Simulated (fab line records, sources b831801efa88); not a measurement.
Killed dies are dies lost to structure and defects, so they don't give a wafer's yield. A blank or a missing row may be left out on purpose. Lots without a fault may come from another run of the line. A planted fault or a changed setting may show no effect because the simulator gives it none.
Which tool did it? | flow sky130 | 14 lots, 42 wafers sampled, at 2 steps of a route of 708

WHAT THE GAUGES READ, wafer by wafer
SKY_VT_ADJUST_NCORE_CD_MEAS_07: target cd 380 nm. Usual: cd_nm 380.0 nm, standard deviation 2.2.
lot  | measured     | on        | cd_nm (nm)        | flag
L185 | day 8 12:04  | cd_sem-01 | 378.3 378.4 381.8 |
L186 | day 8 19:03  | cd_sem-02 | 380.8 381.1 383.4 |
L189 | day 9 20:11  | cd_sem-02 | 380.1 378.3 378.5 |
L190 | day 9 23:01  | cd_sem-02 | 374.7 377.3 376.8 |
L191 | day 10 01:41 | cd_sem-01 | 379.2 380.6 381.1 |
L192 | day 10 11:43 | cd_sem-01 | 378.9 381.0 381.8 |
L193 | day 10 20:31 | cd_sem-01 | 381.4 378.5 379.1 |
L195 | day 11 11:22 | cd_sem-01 | 379.1 379.5 379.6 |
L196 | day 11 17:19 | cd_sem-01 | 377.9 379.6 378.1 |
L198 | day 12 14:34 | cd_sem-02 | 377.6 377.2 379.1 |
L199 | day 13 09:36 | cd_sem-02 | 381.5 381.3 382.2 |
L201 | day 13 10:07 | cd_sem-01 | 382.5 381.8 382.0 |
L207 | day 15 03:01 | cd_sem-01 | 378.9 379.9 379.8 |
L208 | day 15 09:22 | cd_sem-02 | 377.2 376.9 377.0 |

WHICH TOOL RAN EACH LOT (tool, then ch and the chambers of the sampled wafers, then the start)
lot  | SKY_VT_ADJUST_LVTN_STRIP_09
L185 | plasma_asher-01 ch 0,1, day 6 19:13
L186 | plasma_asher-04 ch 0,1, day 7 02:11
L189 | plasma_asher-04 ch 0,1, day 8 01:04
L190 | plasma_asher-01 ch 0,1, day 8 03:41
L191 | plasma_asher-01 ch 0,1, day 8 07:17
L192 | plasma_asher-04 ch 0,1, day 8 16:46
L193 | plasma_asher-04 ch 0,1, day 9 00:46
L195 | plasma_asher-01 ch 0,1, day 9 15:13
L196 | plasma_asher-03 ch 0,1, day 9 20:13
L198 | plasma_asher-04 ch 0,1, day 10 14:56
L199 | plasma_asher-04 ch 0,1, day 11 08:29
L201 | plasma_asher-01 ch 0,1, day 11 08:50
L207 | plasma_asher-03 ch 0,1, day 12 22:28
L208 | plasma_asher-03 ch 0,1, day 13 04:34
- SKY_VT_ADJUST_LVTN_STRIP_09: strips in O2/N2.

WHAT THE TOOLS THEMSELVES READ (means of the sampled wafers that have a number; where no wafer has one, the mark that the record gives instead)
SKY_VT_ADJUST_LVTN_STRIP_09. Usual: drypump_motor_current_A 5.7 A, standard deviation 0.38; oes_product_au 0.723 a.u., standard deviation 0.0047; strip_time_to_endpoint_s 36.95 s, standard deviation 0.1.
lot  | tool            | drypump_motor_current_A (A) | oes_product_au (a.u.) | strip_time_to_endpoint_s (s) | flag
L185 | plasma_asher-01 | 5.5                         | 0.723                 | 37.12                        |
L186 | plasma_asher-04 | 5.8                         | 0.723                 | 37.02                        |
L189 | plasma_asher-04 | 5.8                         | 0.720                 | 36.94                        |
L190 | plasma_asher-01 | 5.5                         | 0.724                 | 36.90                        |
L191 | plasma_asher-01 | 5.5                         | 0.726                 | 36.95                        |
L192 | plasma_asher-04 | 5.8                         | 0.723                 | 36.83                        |
L193 | plasma_asher-04 | 5.8                         | 0.726                 | 36.84                        |
L195 | plasma_asher-01 | 5.5                         | 0.723                 | 36.99                        |
L196 | plasma_asher-03 | 6.3                         | 0.723                 | 36.91                        |
L198 | plasma_asher-04 | 5.8                         | 0.718                 | 37.02                        |
L199 | plasma_asher-04 | 5.8                         | 0.722                 | 37.11                        |
L201 | plasma_asher-01 | 5.3                         | 0.720                 | 36.99                        |
L207 | plasma_asher-03 | 6.0                         | 0.721                 | 36.82                        |
L208 | plasma_asher-03 | 6.0                         | 0.725                 | 36.80                        |

THE ANSWER, worked out from the rows above alone
Rule: a lot is off if the mean of its wafers that have a number lies more than 3 standard deviations from the usual mean. A lot without any number at a reading at which 4 lots or more have one is off too. The other lots that the step has rows for count as sound. The gauges are gone through in route order, then the tools' own readings, and for those a lot's mean is taken as printed above. The first step at which some lot is off is used, and at that step the reading that is off furthest; a lot without a number counts as furthest.
No lot is off at any reading shown: from this, nothing can be told.

WHAT THE SIMULATOR HAD PUT IN
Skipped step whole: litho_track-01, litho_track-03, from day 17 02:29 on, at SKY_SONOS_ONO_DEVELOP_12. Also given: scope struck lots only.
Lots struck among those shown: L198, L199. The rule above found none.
